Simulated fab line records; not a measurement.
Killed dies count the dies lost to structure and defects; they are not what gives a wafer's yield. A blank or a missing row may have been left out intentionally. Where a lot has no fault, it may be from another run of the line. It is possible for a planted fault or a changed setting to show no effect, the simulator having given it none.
fab line records	flow sky130
[record] lots = 5	wafers = 15	last-day = 50
route steps=708 shown VIA2@510 METAL3@532 CAPM@537 PAD_OPEN@708
lots with no fault: from the same line, run without faults
start-h: start of the lot's first displayed wafer, in hours after the record's first day	wait-h: hours elapsed since this lot's preceding step	" same as the row above	L1.1+2: a single row standing in for several wafers	- no value, or no start given	* or withheld: withheld	< > ~ a bound
route shown NAME@n: a module of which the file shows steps, and the number in the route of the first	usual: mean/standard deviation of fault-free wafers	same: alike in all rows	chamber/n: place in a boat	sites: readings site by site	_std_site: standard deviation across them	_edge_site: the outer-site mean with the inner-site mean subtracted	radius-mm: how far each site lies from the wafer's centre	mask NAME#n: copy n	behind: tool/chamber where the wafer was last shaped	hold: the reason the lot was held/the length of the hold in hours/how it ended	device: the transistor (n, p or np) that didn't switch	end of line: the same wafers' tests at the end of the route	a step given without rows: its recipe and nothing more	killed: the dies lost at the first sort to structure and to defects; this is not the yield of the wafer	map: shows each die of a wafer: x if killed, . if not, _ if none is there
set.NAME: the setting as run; set.NAME@STEP: as run at that earlier step	model.NAME: the simulator's own value behind a step, which no gauge read
a table for each step, a row for each wafer; lots at some steps of the route
services: a tool's chamber out of use, with start hour (start-h, from the record's first day; less than 0 if before it), hours out, and reason
[[steps]]
[step SKY_VIA2_BOW_MEAS_03]
[recipe] mode = bow
[usual] VIA2_BOW = 88/8.3
lot.wafer	tool	chamber	start-h	wait-h	VIA2_BOW[um]
L990.3	film-metro-01	-	868.32	0.1	74
L990.4	"	-	"	"	71
L990.6	"	-	"	"	88
L995.1	film-metro-03	-	907.66	0.2	83
L995.3	"	-	"	"	75
L995.6	"	-	"	"	85
L100.1	film-metro-03	-	945.58	0.1	93
L100.2	"	-	"	"	105
L100.3	"	-	"	"	94
L103.1	film-metro-01	-	965.67	0.2	105
L103.4	"	-	"	"	92
L103.6	"	-	"	"	89
L106.3	film-metro-01	-	978.15	0.2	103
L106.5	"	-	"	"	79
L106.6	"	-	"	"	99
[step SKY_VIA2_DEHYDRATE_04]
[recipe] temp-c = 200	time-s = 60
[step SKY_VIA2_HMDS_05]
[recipe] prime-time-s = 60	prime-temp-c = 120
[step SKY_VIA2_COAT_06]
[recipe] resist = BARC	temp-c = withheld	time-s = withheld	spin-rpm = 3000	resist-thk-nm = 60
[step SKY_VIA2_COAT_07]
[recipe] resist = KrF-thick	spin-rpm = 3000	resist-thk-nm = 450
[step SKY_VIA2_SOFTBAKE_08]
[recipe] temp-c = 100	time-s = 90	resist = KrF-thick
[step SKY_VIA2_EXPOSE_09]
[recipe] mask-id = VIM2	na = 0.8	source-shape = annular	sigma-inner = 0.55	sigma-outer = 0.85	target-cd-nm = 200	dose-mj = 38
[step SKY_VIA2_PEB_10]
[recipe] peb-temp-c = withheld	peb-time-s = withheld	resist = KrF-thick
[step SKY_VIA2_DEVELOP_11]
[recipe] develop-time-s = 60	resist = KrF-thick	dev-temp-c = 21
[step SKY_VIA2_CD_MEAS_12]
[recipe] target-cd-nm = 200
[usual] cd-nm = 200.0/1.3
lot.wafer	tool	chamber	start-h	wait-h	cd-nm
L990.3	cd-sem-02	-	893.80	-	198.6
L990.4	"	-	"	"	198.3
L990.6	"	-	"	"	199.0
L995.1	cd-sem-01	-	931.11	-	201.5
L995.3	"	-	"	"	201.5
L995.6	"	-	"	"	199.6
L100.1	cd-sem-02	-	969.85	-	199.3
L100.2	"	-	"	"	198.1
L100.3	"	-	"	"	199.0
L103.1	cd-sem-01	-	989.76	-	200.5
L103.4	"	-	"	"	200.2
L103.6	"	-	"	"	199.4
L106.3	cd-sem-01	-	1002.04	-	198.0
L106.5	"	-	"	"	198.7
L106.6	"	-	"	"	197.6
[step SKY_VIA2_OVL_MEAS_13]
[usual] VIA2_OVL = 1/4.9
lot.wafer	tool	chamber	start-h	wait-h	VIA2_OVL[nm]
L990.3	overlay-01	-	893.89	0.1	-1
L990.4	"	-	"	"	-3
L990.6	"	-	"	"	1
L995.1	overlay-01	-	931.23	0.1	5
L995.3	"	-	"	"	0
L995.6	"	-	"	"	-4
L100.1	overlay-02	-	969.97	0.1	2
L100.2	"	-	"	"	1
L100.3	"	-	"	"	3
L103.1	overlay-01	-	989.88	0.1	15
L103.4	"	-	"	"	9
L103.6	"	-	"	"	13
L106.3	overlay-01	-	1002.13	0.1	-5
L106.5	"	-	"	"	-9
L106.6	"	-	"	"	-5
[step SKY_VIA2_ETCH_14]
[recipe] chemistry = N2/H2	target = BARC	ion-energy-ev = 200	source-w = 500	bias-w = 100	pressure-mtorr = 30	n2-flow-sccm = 100	h2-flow-sccm = 200	stop-on = SiO2	time-s = 45.9	target-depth-a = 600
[step SKY_VIA2_ETCH_15]
[recipe] target = SiO2	chemistry = C4F8/O2/Ar	target-depth-nm = 546	stop-on = TiN	mask-material = KrF-thick	source-w = 1500	bias-w = 1200	pressure-mtorr = 40	c4f8-flow-sccm = withheld	O2_flow_sccm = 6	Ar_flow_sccm = 300	time-s = 84
[usual] bias-w = 1200/3.7	oes-product-au = 0.940/0.0046
lot.wafer	tool	chamber	start-h	wait-h	bias-w	oes-product-au	rf-hours-counter-h
L990.3	rie-diel-04	1	893.96	0.0	1205	0.942	18
L990.4	"	0	"	"	1198	0.938	11
L990.6	"	0	"	"	1202	0.943	-
L995.1	rie-diel-03	2	931.31	0.0	1204	0.949	9
L995.3	"	3	"	"	1195	0.942	25
L995.6	"	1	"	"	1193	0.934	-
L100.1	rie-diel-04	3	970.05	0.0	1198	0.940	5
L100.2	"	0	"	"	1197	0.941	12
L100.3	"	2	"	"	1196	0.937	9
L103.1	rie-diel-03	1	989.96	0.0	1200	0.935	15
L103.4	"	0	"	"	1197	0.941	11
L103.6	"	2	"	"	1196	0.939	-
L106.3	rie-diel-04	2	1002.20	0.0	1201	0.934	10
L106.5	"	2	"	"	1203	0.941	-
L106.6	"	1	"	"	1199	0.937	-
[step SKY_VIA2_STRIP_16]
[recipe] chemistry = O2/N2	power-w = 1400	pressure-mtorr = 1500	platen-temp-c = withheld	o2-flow-sccm = 3000	n2-flow-sccm = 300	overash-fraction = 0.5
[step SKY_VIA2_STRIP_17]
[recipe] chemistry = post-etch-residue-remover	time-s = 1200	temp-c = 72.5
[step SKY_VIA2_CLEAN_18]
[recipe] chemistry = IPA	time-s = 180	temp-c = 25
[step SKY_VIA2_CLEAN_19]
[recipe] chemistry = O3/DIW	dry = n2-spin
[step SKY_VIA2_SPUTTER_20]
[recipe] material = TiN	target-thk-nm = 20	chamber-pressure-pa = 5	power-w = 4000	time-s = 80
[step SKY_VIA2_CVD_21]
[recipe] material = W	target-thk-nm = 420	time-s = 126.4	temp-c = 400	pressure-torr = 40
[step SKY_VIA2_RS_MEAS_22]
[recipe] thk-meas-gauge = four-point-probe	reads = W_of_VIA2_CVD_21+TiN_of_VIA2_SPUTTER_20
[usual] VIA2_W_RS = 0.2734/0.003
lot.wafer	tool	chamber	start-h	wait-h	VIA2_W_RS[ohm/sq]
L990.3	film-metro-04	-	894.85	0.1	0.2750
L990.4	"	-	"	"	0.2744
L990.6	"	-	"	"	0.2740
L995.1	film-metro-03	-	932.15	0.1	0.2812
L995.3	"	-	"	"	0.2804
L995.6	"	-	"	"	0.2728
L100.1	film-metro-01	-	970.91	0.1	0.2717
L100.2	"	-	"	"	0.2712
L100.3	"	-	"	"	0.2723
L103.1	film-metro-04	-	990.80	0.1	0.2788
L103.4	"	-	"	"	0.2767
L103.6	"	-	"	"	0.2734
L106.3	film-metro-04	-	1003.09	0.1	0.2707
L106.5	"	-	"	"	0.2711
L106.6	"	-	"	"	0.2703
[step SKY_VIA2_THK_MEAS_23]
[recipe] thk-meas-gauge = xrf	reads = W_of_VIA2_CVD_21
[usual] VIA2_W_THK = 420/6.3
lot.wafer	tool	chamber	start-h	wait-h	VIA2_W_THK[nm]
L990.3	film-metro-04	-	894.95	0.1	411
L990.4	"	-	"	"	417
L990.6	"	-	"	"	414
L995.1	film-metro-03	-	932.27	0.1	406
L995.3	"	-	"	"	410
L995.6	"	-	"	"	421
L100.1	film-metro-01	-	971.03	0.1	427
L100.2	"	-	"	"	431
L100.3	"	-	"	"	431
L103.1	film-metro-04	-	990.92	0.1	413
L103.4	"	-	"	"	418
L103.6	"	-	"	"	419
L106.3	film-metro-04	-	1003.19	0.1	427
L106.5	"	-	"	"	425
L106.6	"	-	"	"	428
[step SKY_VIA2_CMP_24]
[recipe] stop-on = SiO2	t-overpolish-s = 20	down-force-psi = 3.5	platen-rpm = 60	target-thk-nm = 0	pad-velocity-m-s = 0.94248
[usual] motor-current-A = 11.3/1.3	overpolish-run-s = 20.001/0.0093	time-to-endpoint-s = 101.3/2.7
lot.wafer	tool	chamber	start-h	wait-h	motor-current-A	overpolish-run-s	time-to-endpoint-s
L990.3	cmp-01	0	894.99	0.0	11.4	19.993	97.8
L990.4	"	3	"	"	12.3	19.991	98.7
L990.6	"	0	"	"	11.9	19.993	97.9
L995.1	cmp-02	1	932.43	0.1	10.4	20.005	95.9
L995.3	"	2	"	"	12.3	19.993	98.7
L995.6	"	0	"	"	11.1	20.009	96.4
L100.1	cmp-01	3	971.14	0.1	12.7	19.983	102.0
L100.3	"	0	"	"	12.2	19.993	103.8
L100.2	"	1	"	"	12.6	20.007	99.7
L103.4	cmp-01	0	991.03	0.1	12.1	20.005	96.4
L103.1	"	1	"	"	12.1	20.010	93.2
L103.6	"	3	"	"	12.6	20.022	97.7
L106.3	cmp-01	0	1006.67	3.5	12.0	20.011	102.4
L106.5	"	1	"	"	12.0	19.982	100.3
L106.6	"	2	"	"	8.5	20.002	98.6
[step SKY_METAL3_SPUTTER_00]
[recipe] material = Ti	target-thk-nm = 15	power-w = 3000	time-s = 10	chamber-pressure-pa = 0.4
[step SKY_METAL3_SPUTTER_01]
[recipe] material = TiN	target-thk-nm = 20	power-w = 6500	time-s = 16.7	chamber-pressure-pa = 0.4
[step SKY_METAL3_SPUTTER_02]
[recipe] material = AlCu	target-thk-nm = 735	power-w = 10600	time-s = 39.1	chamber-pressure-pa = 0.4
[step SKY_METAL3_SPUTTER_03]
[recipe] material = Ti	target-thk-nm = 5	power-w = 3000	time-s = 3.3	chamber-pressure-pa = 0.4
[usual] throttle-valve-pct = 30.4/1.3
lot.wafer	tool	chamber	start-h	wait-h	throttle-valve-pct
L990.3	pvd-sputter-01	-	895.38	0.0	29.0
L990.4	"	-	"	"	28.6
L990.6	"	-	"	"	29.2
L995.1	pvd-sputter-04	-	932.72	0.0	29.2
L995.3	"	-	"	"	29.4
L995.6	"	-	"	"	33.1
L100.1	pvd-sputter-02	-	971.52	0.0	31.6
L100.2	"	-	"	"	29.3
L100.3	"	-	"	"	30.8
L103.1	pvd-sputter-01	-	991.37	0.0	31.2
L103.4	"	-	"	"	28.7
L103.6	"	-	"	"	28.8
L106.3	pvd-sputter-01	-	1006.91	0.0	30.7
L106.5	"	-	"	"	31.1
L106.6	"	-	"	"	28.7
[step SKY_METAL3_SPUTTER_04]
[recipe] material = TiN	target-thk-nm = 70	power-w = 6500	time-s = 58.3	chamber-pressure-pa = 0.4
[step SKY_CAPM_CVD_00]
[recipe] material = SiO2	target-thk-nm = 15.5	temp-c = 400	time-s = withheld	rf-w = 450
[step SKY_CAPM_THK_MEAS_01]
[recipe] reads = SiO2_of_CAPM_CVD_00
[usual] CAPM_CVD_00_THK = 15.52/0.25
lot.wafer	tool	chamber	start-h	wait-h	CAPM_CVD_00_THK[nm]
L990.3	film-metro-01	-	895.49	-	15.18
L990.4	"	-	"	"	15.67
L990.6	"	-	"	"	15.61
L995.1	film-metro-04	-	932.81	-	15.77
L995.3	"	-	"	"	15.57
L995.6	"	-	"	"	15.74
L100.1	film-metro-01	-	971.61	-	15.49
L100.2	"	-	"	"	16.12
L100.3	"	-	"	"	15.49
L103.1	film-metro-04	-	991.47	-	15.31
L103.4	"	-	"	"	15.35
L103.6	"	-	"	"	15.38
L106.3	film-metro-02	-	1007.02	-	15.35
L106.5	"	-	"	"	15.65
L106.6	"	-	"	"	15.34
[step SKY_CAPM_SPUTTER_02]
[recipe] material = TiN	target-thk-nm = 200	temp-c = 300	power-w = 6500	time-s = 166.7	chamber-pressure-pa = 0.4
[usual] throttle-valve-pct = 30.6/1.4
lot.wafer	tool	chamber	start-h	wait-h	throttle-valve-pct
L990.3	pvd-sputter-03	-	895.53	0.0	30.0
L990.4	"	-	"	"	30.6
L990.6	"	-	"	"	31.1
L995.1	pvd-sputter-03	-	932.87	0.1	30.0
L995.3	"	-	"	"	31.8
L995.6	"	-	"	"	31.7
L100.1	pvd-sputter-03	-	971.67	0.1	31.8
L100.2	"	-	"	"	30.8
L100.3	"	-	"	"	29.8
L103.1	pvd-sputter-03	-	991.53	0.1	31.0
L103.4	"	-	"	"	29.7
L103.6	"	-	"	"	30.0
L106.3	pvd-sputter-04	-	1007.06	0.0	29.5
L106.5	"	-	"	"	31.9
L106.6	"	-	"	"	33.4
[step SKY_CAPM_RS_MEAS_03]
[recipe] thk-meas-gauge = four-point-probe	reads = TiN_of_CAPM_SPUTTER_02
[usual] CAPM_TIN_RS = 6.93/0.088
lot.wafer	tool	chamber	start-h	wait-h	CAPM_TIN_RS[ohm/sq]
L990.3	film-metro-04	-	895.68	0.1	6.89
L990.4	"	-	"	"	6.91
L990.6	"	-	"	"	6.98
L995.1	film-metro-01	-	932.98	0.1	6.87
L995.3	"	-	"	"	7.08
L995.6	"	-	"	"	7.07
L100.1	film-metro-01	-	971.78	0.1	6.99
L100.2	"	-	"	"	6.93
L100.3	"	-	"	"	6.92
L103.1	film-metro-02	-	991.64	0.1	6.94
L103.4	"	-	"	"	7.01
L103.6	"	-	"	"	7.04
L106.3	film-metro-01	-	1007.21	0.1	6.98
L106.5	"	-	"	"	6.81
L106.6	"	-	"	"	6.88
[step SKY_CAPM_THK_MEAS_04]
[recipe] thk-meas-gauge = xrf	reads = TiN_of_CAPM_SPUTTER_02
[usual] CAPM_TIN_THK = 196.6/2.7
lot.wafer	tool	chamber	start-h	wait-h	CAPM_TIN_THK[nm]
L990.3	film-metro-04	-	895.78	0.1	196.8
L990.4	"	-	"	"	197.2
L990.6	"	-	"	"	195.4
L995.1	film-metro-01	-	933.10	0.1	198.5
L995.3	"	-	"	"	192.0
L995.6	"	-	"	"	193.8
L100.1	film-metro-01	-	971.90	0.1	193.1
L100.2	"	-	"	"	195.8
L100.3	"	-	"	"	196.5
L103.1	film-metro-02	-	991.76	0.1	195.9
L103.4	"	-	"	"	193.7
L103.6	"	-	"	"	192.9
L106.3	film-metro-01	-	1007.31	0.1	196.0
L106.5	"	-	"	"	201.4
L106.6	"	-	"	"	198.5
[step SKY_CAPM_DEHYDRATE_05]
[recipe] temp-c = 200	time-s = 60
[step SKY_CAPM_HMDS_06]
[recipe] prime-time-s = 60	prime-temp-c = 120
[step SKY_CAPM_COAT_07]
[recipe] resist = NOVOLAK	spin-rpm = 3000	resist-thk-nm = 1140
[step SKY_CAPM_SOFTBAKE_08]
[recipe] temp-c = 90	time-s = 60	resist = NOVOLAK
[step SKY_CAPM_EXPOSE_09]
[recipe] mask-id = CAPM	na = 0.6	source-shape = conventional	sigma-outer = 0.6	polarization = unpolarized	target-cd-nm = 1000	dose-mj = 159
[step SKY_CAPM_PEB_10]
[recipe] temp-c = withheld	time-s = *	resist = NOVOLAK
[step SKY_CAPM_DEVELOP_11]
[recipe] resist = NOVOLAK	developer = TMAH	develop-time-s = 60	dev-temp-c = 23
[step SKY_CAPM_OVL_MEAS_12]
[usual] CAPM_OVL = 0.0/1.2
lot.wafer	tool	chamber	start-h	wait-h	CAPM_OVL[nm]
L990.3	overlay-01	-	919.57	0.1	-0.7
L990.4	"	-	"	"	0.3
L990.6	"	-	"	"	-0.6
L995.1	overlay-01	-	956.59	0.1	-0.6
L995.3	"	-	"	"	1.3
L995.6	"	-	"	"	-0.4
L100.1	overlay-02	-	995.51	0.1	-0.9
L100.2	"	-	"	"	-0.7
L100.3	"	-	"	"	-1.2
L103.1	overlay-01	-	1013.50	0.1	2.7
L103.4	"	-	"	"	0.4
L103.6	"	-	"	"	1.4
L106.3	overlay-02	-	1029.46	0.1	1.2
L106.5	"	-	"	"	1.6
L106.6	"	-	"	"	-0.7
[step SKY_CAPM_METAL_ETCH_13]
[recipe] target-depth-nm = 220	stop-on = SiO2	chemistry = Cl2/BCl3	target = TiN	pressure-mtorr = 10	icp-w = 900	bias-w = 48.5	Cl2_flow_sccm = 60	bcl3-flow-sccm = 30	time-s = 62.9
[usual] bias-w = 48.52/0.13	drypump-motor-current-A = 5.75/0.21	oes-product-au = 0.940/0.0085	throttle-valve-pct = 21.903/0.01
lot.wafer	tool	chamber	start-h	wait-h	bias-w	drypump-motor-current-A	oes-product-au	rf-hours-counter-h	throttle-valve-pct
L990.3	rie-metal-03	0	919.62	0.0	48.61	5.49	0.944	-	21.905
L990.4	"	1	"	"	48.59	5.95	0.941	-	21.888
L990.6	"	1	"	"	48.60	5.94	0.940	-	21.912
L995.1	rie-metal-03	1	956.63	0.0	48.12	5.90	0.944	10	21.888
L995.3	"	0	"	"	48.55	5.49	0.926	-	21.915
L995.6	"	0	"	"	48.43	5.49	0.931	-	21.919
L100.1	rie-metal-04	0	995.55	0.0	48.63	6.12	0.933	4	21.906
L100.2	"	1	"	"	48.65	5.68	0.946	14	21.907
L100.3	"	0	"	"	48.48	6.12	0.939	-	21.896
L103.1	rie-metal-01	1	1013.53	0.0	48.36	5.67	0.933	17	21.902
L103.4	"	1	"	"	48.04	5.64	0.932	-	21.908
L103.6	"	1	"	"	48.36	5.67	0.926	-	21.906
L106.3	rie-metal-04	1	1029.53	0.1	48.27	5.67	0.934	-	21.894
L106.5	"	1	"	"	48.50	5.67	0.951	-	21.887
L106.6	"	1	"	"	48.57	5.67	0.949	-	21.907
[step SKY_CAPM_STRIP_14]
[recipe] chemistry = O2/N2	power-w = 1400	pressure-mtorr = 1500	platen-temp-c = withheld	o2-flow-sccm = 3000	n2-flow-sccm = 300	overash-fraction = 0.5
[usual] drypump-motor-current-A = 6.15/0.18	o2-flow-sccm = 2998/9.7	oes-product-au = 0.710/0.0043	strip-time-to-endpoint-s = 12.64/0.045
lot.wafer	tool	chamber	start-h	wait-h	drypump-motor-current-A	o2-flow-sccm	oes-product-au	rf-hours-counter-h	strip-time-to-endpoint-s
L990.3	plasma-asher-03	1	919.71	0.1	6.15	2996	0.709	-	12.69
L990.4	"	0	"	"	5.95	2984	0.707	-	12.64
L990.6	"	1	"	"	6.16	3001	0.706	-	12.66
L995.1	plasma-asher-03	1	956.71	0.1	6.18	2998	0.709	52	12.63
L995.3	"	0	"	"	5.96	2991	0.713	-	12.68
L995.6	"	1	"	"	6.15	2984	0.709	-	12.66
L100.1	plasma-asher-04	1	995.62	0.1	6.25	2984	0.703	89	12.60
L100.2	"	0	"	"	6.34	2981	0.716	89	12.60
L100.3	"	0	"	"	6.36	2994	0.705	-	12.58
L103.1	plasma-asher-03	0	1013.61	0.1	5.95	2997	0.720	59	12.61
L103.4	"	0	"	"	5.95	3006	0.708	-	12.61
L103.6	"	0	"	"	5.94	3009	0.708	-	12.59
L106.3	plasma-asher-03	1	1029.67	0.1	6.17	3005	0.708	-	12.70
L106.5	"	1	"	"	6.18	3006	0.711	-	12.72
L106.6	"	0	"	"	5.97	2993	0.709	-	12.68
[step SKY_PAD_OPEN_PROBE_99]
[usual] defect-limited-yield = 82.7/1.8	killed_at_M0_to_M3 = 44/6.8	killed_at_M4_up = 3.2/1.7	killed-at-contacts = 24/4.9	killed-at-front-end = 14/4.1	killed-at-other = 0.2/0.51	killed-dies = 85/8.7	killed-open = 46/6.8	killed-short = 39/6.1	sort_bin_3_pad_short = 0.9/0.43	sort_bin_5_function = 10.1/1.4	sort_bin_6_memory = 6.3/1.1	sort-n-pass = 407/8.7	sort-yield-pct = 82.7/1.8
[same] gross-dies = 492	killed-at-back-side = 0	sort_bin_4_leakage[%] = 0	sort_bin_8_speed[%] = 0
lot.wafer	tool	chamber	start-h	wait-h	defect-limited-yield[%]	killed_at_M0_to_M3	killed_at_M4_up	killed-at-contacts	killed-at-front-end	killed-at-other	killed-dies	killed-open	killed-short	sort_bin_3_pad_short[%]	sort_bin_5_function[%]	sort_bin_6_memory[%]	sort-n-pass	sort-yield-pct[%]	model.etest.tester.sort-n-pass	model.etest.tester.sort-yield-pct	model.etest.tester.sort_bin_5_pct	model.etest.tester.sort_bin_3_pct
L990.3	prober-02	-	1109.47	0.2	85.4	34	2	22	14	0	72	35	37	0.8	8.9	4.9	420	85.4	420	85.37	8.943	0.813
L990.4	prober-02	-	1109.52	0.2	82.1	44	3	29	12	0	88	49	39	0.6	11.2	6.1	404	82.1	404	82.11	11.18	0.6098
L990.6	prober-02	-	1109.62	0.2	82.5	41	1	26	18	0	86	46	40	0.6	9.6	7.3	406	82.5	406	82.52	9.553	0.6098
L995.1	prober-01	-	1142.57	0.1	81.5	56	2	20	13	0	91	47	44	0.8	11.6	6.1	401	81.5	401	81.5	11.59	0.813
L995.3	prober-01	-	1142.67	0.2	82.7	43	5	25	12	0	85	43	42	0.2	8.7	8.3	407	82.7	407	82.72	8.74	0.2033
L995.6	prober-01	-	1142.82	0.2	86.2	38	1	17	11	1	68	35	33	2.0	6.7	5.1	424	86.2	424	86.18	6.707	2.033
L100.1	prober-02	-	1171.22	0.1	82.3	49	7	14	16	1	87	43	44	0.4	10.0	7.3	405	82.3	405	82.32	9.959	0.4065
L100.2	prober-02	-	1171.27	0.1	83.5	41	3	24	13	0	81	37	44	1.6	7.9	6.9	411	83.5	411	83.54	7.927	1.626
L100.3	prober-02	-	1171.32	0.2	83.7	35	5	25	15	0	80	48	32	0.6	8.3	7.3	412	83.7	412	83.74	8.333	0.6098
L103.1	prober-02	-	1184.41	0.1	85.4	33	0	31	7	1	72	44	28	1.2	6.7	6.7	420	85.4	420	85.37	6.707	1.22
L103.4	prober-02	-	1184.56	0.2	77.0	76	6	19	12	0	113	34	33	2.8	14.0	6.1	379	77.0	379	77.03	14.02	2.846
L103.6	prober-02	-	1184.66	0.2	81.5	54	4	22	11	0	91	59	32	0.8	11.2	6.5	401	81.5	401	81.5	11.18	0.813
L106.3	prober-02	-	1194.28	0.2	83.1	54	3	13	12	1	83	44	39	0.4	10.8	5.7	409	83.1	409	83.13	10.77	0.4065
L106.5	prober-02	-	1194.38	0.2	82.1	42	1	32	12	1	88	46	42	0.6	11.0	6.3	404	82.1	404	82.11	10.98	0.6098
L106.6	prober-02	-	1194.43	0.2	83.1	47	4	20	12	0	83	44	39	2.0	9.3	5.5	409	83.1	409	83.13	9.35	2.033
// killed by level:class
L990.3 CONTACT:geometric-particle:open=11 METAL1:geometric-particle:short=6 VIA1:geometric-particle:open=5 LOCAL_INTERCONNECT:geometric-particle:short=5 METAL3:geometric-particle:short=5 FIELD_ISO:geometric-particle:short=4 CONTACT:geometric-particle:short=4 VIA2:geometric-particle:open=4
L990.4 VIA3:geometric-particle:open=12 CONTACT:geometric-particle:open=11 VIA1:geometric-particle:open=8 VIA1:geometric-particle:short=8 CONTACT:geometric-particle:short=7 LI_CONTACT:geometric-particle:open=5 METAL1:geometric-particle:short=5 VIA3:geometric-particle:short=4
L990.6 CONTACT:geometric-particle:open=14 VIA3:geometric-particle:open=8 VIA1:geometric-particle:open=6 VIA2:geometric-particle:open=6 POLY_GATE:geometric-particle:short=5 METAL1:geometric-particle:short=5 METAL2:geometric-particle:short=5 FIELD_ISO:geometric-particle:short=4
L995.1 VIA1:geometric-particle:open=17 METAL2:geometric-particle:short=11 VIA1:geometric-particle:short=7 VIA3:geometric-particle:open=7 CONTACT:geometric-particle:open=6 FIELD_ISO:geometric-particle:open=5 LI_CONTACT:geometric-particle:short=5 SPACER:geometric-particle:short=4
L995.3 CONTACT:geometric-particle:open=10 VIA1:geometric-particle:open=9 VIA2:geometric-particle:open=8 METAL2:geometric-particle:short=7 VIA1:geometric-particle:short=6 LI_CONTACT:geometric-particle:open=6 POLY_GATE:geometric-particle:open=5 FIELD_ISO:geometric-particle:short=4
L995.6 VIA1:geometric-particle:open=11 CONTACT:geometric-particle:open=7 METAL2:geometric-particle:short=6 VIA2:geometric-particle:open=6 CONTACT:geometric-particle:short=5 METAL1:geometric-particle:short=5 FIELD_ISO:geometric-particle:short=4 VIA3:geometric-particle:open=4
L100.1 VIA1:geometric-particle:open=11 METAL1:geometric-particle:short=7 VIA1:geometric-particle:short=7 VIA3:geometric-particle:open=7 METAL4:geometric-particle:short=6 CONTACT:geometric-particle:open=6 VIA2:geometric-particle:short=6 METAL2:geometric-particle:short=5
L100.2 CONTACT:geometric-particle:open=8 VIA1:geometric-particle:open=8 CONTACT:geometric-particle:short=6 METAL1:geometric-particle:short=6 VIA3:geometric-particle:open=6 VIA1:geometric-particle:short=5 METAL2:geometric-particle:short=5 FIELD_ISO:geometric-particle:short=4
L100.3 VIA1:geometric-particle:open=11 CONTACT:geometric-particle:open=9 FIELD_ISO:geometric-particle:open=5 LI_CONTACT:geometric-particle:short=4 VIA2:geometric-particle:open=4 METAL1:geometric-particle:short=4 VIA3:geometric-particle:open=4 POLY_GATE:geometric-particle:short=3
L103.1 CONTACT:geometric-particle:open=10 VIA1:geometric-particle:open=10 LI_CONTACT:geometric-particle:open=8 LI_CONTACT:geometric-particle:short=6 METAL2:geometric-particle:short=6 VIA2:geometric-particle:open=6 LOCAL_INTERCONNECT:geometric-particle:short=4 POLY_GATE:geometric-particle:open=3
L103.4 VIA2:unspecified=46 VIA1:geometric-particle:open=9 CONTACT:geometric-particle:open=8 VIA1:geometric-particle:short=6 FIELD_ISO:geometric-particle:open=4 VIA3:geometric-particle:open=4 METAL4:geometric-particle:short=4 FIELD_ISO:geometric-particle:short=3
L103.6 VIA1:geometric-particle:open=13 CONTACT:geometric-particle:open=10 VIA3:geometric-particle:open=10 VIA2:geometric-particle:open=9 METAL2:geometric-particle:short=7 LI_CONTACT:geometric-particle:open=7 VIA1:geometric-particle:short=5 FIELD_ISO:geometric-particle:open=4
L106.3 METAL2:geometric-particle:short=10 VIA1:geometric-particle:open=9 VIA3:geometric-particle:open=9 VIA2:geometric-particle:open=7 CONTACT:geometric-particle:open=6 CONTACT:geometric-particle:short=4 FIELD_ISO:geometric-particle:short=4 METAL1:geometric-particle:short=4
L106.5 LI_CONTACT:geometric-particle:open=11 VIA2:geometric-particle:open=9 CONTACT:geometric-particle:short=8 CONTACT:geometric-particle:open=7 VIA1:geometric-particle:open=7 METAL2:geometric-particle:short=6 VIA1:geometric-particle:short=6 FIELD_ISO:geometric-particle:open=5
L106.6 METAL2:geometric-particle:short=9 LI_CONTACT:geometric-particle:open=8 METAL1:geometric-particle:short=8 VIA1:geometric-particle:open=8 CONTACT:geometric-particle:open=7 VIA2:geometric-particle:open=7 FIELD_ISO:geometric-particle:open=5 POLY_GATE:geometric-particle:short=5
// map L103.4 (x killed, . not)
__________...xxxxxxx_________
________x....xxxxxxxxx_______
______.x.....xxxxxxx.xx._____
_____..x.x..xxxxxxxxxxx..____
____.x...x...xxxxxxxxx....___
___..x..x.......xxxxx...x..__
__.x.x......xx..xxx..x......_
_............x......x....xx.x
_x.................xx........
_....x...x.x............x.x..
_.......x......xx............
_...xxx.x....x......x....x...
_..xx.....................x..
_..........x.................
_..........x.........x.x.....
__.........................._
___...............x........__
____xx...x.xx.x.x.........___
_____........x....x......____
______............x....x_____
________x..x...x..x..._______
__________.........._________
// map L995.1 (x killed, . not)
__________.......x.x_________
________.x..x...x....._______
______.x....x.........x._____
_____x.......xx.........x____
____.........x.x.x..xx....___
___.x........x.............__
__.x......x.......x......x.._
_..x.x..xx.x.......xxx.......
_...x....xx.x.x....x.........
_...x......x..x.xx...x.......
_x............xxxx...........
_.x..x................x......
_......x...x..x.....xx..x....
_............x.x.x.........x.
_xx.x.......x...x............
__..xx.x..........x.......x._
___.x.....xx..x.x..........__
____.....x........x.......___
_____..x....x.x..........____
______.....x..x...x....x_____
________x.xx.xx.x....._______
__________.........._________
[[services]]
tool	chamber	start-h	hours	kind
rie-metal-04	0	873.26	-	clean
rie-metal-04	0	873.26	22.9	scheduled-down
cmp-01	-	880.50	1.1	repair
plasma-asher-04	-	888.74	0.7	repair
cmp-01	-	907.57	6.3	repair
rie-diel-04	3	913.90	3.4	repair
plasma-asher-04	-	921.03	0.7	repair
cmp-01	-	925.51	4.0	pm
cmp-01	-	929.51	-	consumable-replace:conditioner
cmp-01	-	929.51	-	consumable-replace:pad
cmp-01	-	931.54	3.7	repair
rie-metal-03	1	945.34	4.5	repair
plasma-asher-04	-	947.77	0.7	repair
pvd-sputter-01	-	957.19	4.6	repair
pvd-sputter-01	-	973.62	3.5	repair
rie-metal-03	1	978.67	17.9	repair
rie-metal-03	-	980.57	2.8	pm
cmp-02	-	997.67	7.2	pm
cmp-01	-	998.91	5.8	repair
pvd-sputter-02	-	1001.67	3.8	repair
plasma-asher-04	-	1004.79	14.6	pm
cmp-02	-	1005.79	11.9	pm
pvd-sputter-03	-	1019.20	13.2	repair
cmp-02	-	1027.32	2.0	repair
[[key]]
[first-sign] step = SKY_PAD_OPEN_PROBE_99	reading = killed_at_M0_to_M3	direction = up	sigmas = 4.8	usual = 44	struck = 76
[effect] step = SKY_PAD_OPEN_PROBE_99	reading = sort_bin_3_pad_short	direction = up	sigmas = 4.4	usual = 0.9	struck = 2.8
[model-effect] step = SKY_PAD_OPEN_PROBE_99	value = etest.tester.sort-n-pass	without = 421	struck = 379
met-at SKY_VIA2_ETCH_15
struck-wafers L103.4
[fault] kind = chamber-particle-source	tool = rie-diel-03	chamber = 0	onset-h = 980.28	steps = SKY_VIA2_ETCH_15	rate-per-visit-cm2 = 0.80426	end-h = 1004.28
